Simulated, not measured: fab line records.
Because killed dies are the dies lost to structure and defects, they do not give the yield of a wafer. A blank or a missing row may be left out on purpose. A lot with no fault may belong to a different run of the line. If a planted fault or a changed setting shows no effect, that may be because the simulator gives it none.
Which tool is to blame?    flow sky130    14 lots, 42 wafers sampled, at 2 steps of a route of 708

WHAT EACH GAUGE READ, for each wafer
No reading from a measuring or inspecting step in the record can be judged against a usual standard deviation.

WHICH TOOL RAN EACH LOT (tool, then ch and the chambers of the sampled wafers, then the start)
lot   SKY_NWELL_IMPLANT_12             SKY_PAD_OPEN_PROBE_99
L919  implanter-04 ch 0, day 4 19:20   prober-02, day 45 14:26
L921  implanter-03 ch 0, day 5 00:47   prober-01, day 45 18:52
L923  implanter-03 ch 0, day 5 16:15   prober-02, day 46 17:02
L924  implanter-02 ch 0, day 5 20:53   prober-01, day 46 21:23
L925  implanter-03 ch 0, day 6 06:28   prober-02, day 47 06:29
L926  implanter-04 ch 0, day 6 12:43   prober-02, day 47 13:26
L927  implanter-03 ch 0, day 6 12:47   prober-01, day 47 12:38
L929  implanter-02 ch 0, day 7 05:33   prober-02, day 48 03:43
L930  implanter-04 ch 0, day 7 09:01   prober-01, day 50 04:56
L931  implanter-02 ch 0, day 7 10:36   prober-02, day 50 08:17
L933  implanter-02 ch 0, day 8 03:35   prober-02, day 50 11:26
L934  implanter-03 ch 0, day 8 12:44   prober-01, day 50 10:14
L938  implanter-03 ch 0, day 9 03:49   prober-01, day 50 11:52
L942  implanter-04 ch 0, day 10 06:02  prober-02, day 50 17:50
- SKY_NWELL_IMPLANT_12
- SKY_PAD_OPEN_PROBE_99

AS READ BY THE TOOLS THEMSELVES (means over the sampled wafers that have a number; for cases with no such wafer, the mark the record gives instead)
SKY_NWELL_IMPLANT_12. Usual: beamEnergyKeV 120.01, standard deviation 0.039; doseIonsCm2 1.2997e+12, standard deviation 1.6e+09.
lot   tool          beamEnergyKeV  doseIonsCm2  flag
L919  implanter-04  120.02         1.3011e+12   
L921  implanter-03  120.02         1.2979e+12   
L923  implanter-03  120.04         1.2983e+12   
L924  implanter-02  119.97         1.2969e+12   
L925  implanter-03  120.01         1.2977e+12   
L926  implanter-04  120.00         1.2987e+12   
L927  implanter-03  120.01         1.3017e+12   
L929  implanter-02  120.04         1.3003e+12   
L930  implanter-04  120.00         1.3005e+12   
L931  implanter-02  120.00         1.2997e+12   
L933  implanter-02  119.96         1.2996e+12   
L934  implanter-03  114.83         1.3005e+12   OFF
L938  implanter-03  114.77         1.2999e+12   OFF
L942  implanter-04  120.01         1.2990e+12   

SKY_PAD_OPEN_PROBE_99. Usual: killed_at_M0_to_M3 44, standard deviation 7.9; killed_at_M4_up 3.1, standard deviation 1.9; killedAtContacts 24, standard deviation 4.6; killedAtFrontEnd 16, standard deviation 4.9; killedAtOther 0.3, standard deviation 0.6; killedDies 87, standard deviation 9.7; killedOnRim 17, standard deviation 3.7; killedOpen 48, standard deviation 7.2; killedShort 39, standard deviation 5.6.
lot   tool       killed_at_M0_to_M3  killed_at_M4_up  killedAtContacts  killedAtFrontEnd  killedAtOther  killedDies  killedOnRim  killedOpen  killedShort  flag
L919  prober-02  46                  2.3              28                21                0.0            98          20           56          42           
L921  prober-01  38                  2.7              28                14                0.3            83          18           51          31           
L923  prober-02  59                  3.0              23                15                0.3            101         19           57          44           
L924  prober-01  45                  2.0              30                11                0.0            88          15           49          38           
L925  prober-02  39                  5.0              25                15                0.3            84          18           48          36           
L926  prober-02  33                  2.3              23                19                0.0            78          19           43          35           
L927  prober-01  38                  3.0              24                14                0.0            79          16           46          33           
L929  prober-02  47                  3.0              21                16                0.0            88          15           48          40           
L930  prober-01  46                  3.7              24                23                1.3            99          20           58          40           
L931  prober-02  41                  3.0              27                19                0.7            91          23           49          41           
L933  prober-02  36                  3.3              19                19                0.0            77          15           42          34           
L934  prober-01  44                  3.3              21                16                0.0            85          18           46          39           
L938  prober-01  42                  2.0              22                19                0.3            85          18           45          40           
L942  prober-02  46                  2.0              23                16                0.7            88          16           49          38           

THE ANSWER, worked out from the rows above alone
Rule: a lot is off if the mean of its wafers that have a number lies more than 3 standard deviations from the usual mean. Also off: a lot with no number at a reading for which 4 or more lots have one. All remaining lots with rows at the step are treated as sound. The gauges are gone through in route order, then the tools' own readings, and for those a lot's mean is taken as printed above. At the first step where some lot is off, the reading lying furthest off is the one used; lots without a number count as furthest.
Off at SKY_NWELL_IMPLANT_12 (beamEnergyKeV): L934, L938.
If a tool, at that step or one of the process steps before it, ran each lot that is off and ran no sound lot following the first of them, it fits. One fits: implanter-03 at SKY_NWELL_IMPLANT_12. A fault onset in the window from L927 (day 6 12:47, its last sound lot) to L934 (day 8 12:44, its first lot off) fits.
On the lots that are off, the tool's own readings at SKY_NWELL_IMPLANT_12 differ by more than 5 times the standard deviation of the sound lots' means, which bears it out; beamEnergyKeV reads 114.80 there versus 120.01 on the sound lots.

WHAT WAS PUT IN BY THE SIMULATOR
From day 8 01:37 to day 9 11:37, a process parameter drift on implanter-03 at SKY_NWELL_IMPLANT_12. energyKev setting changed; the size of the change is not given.
Struck lots among those shown: L934, L938. The same result came from the rule above.
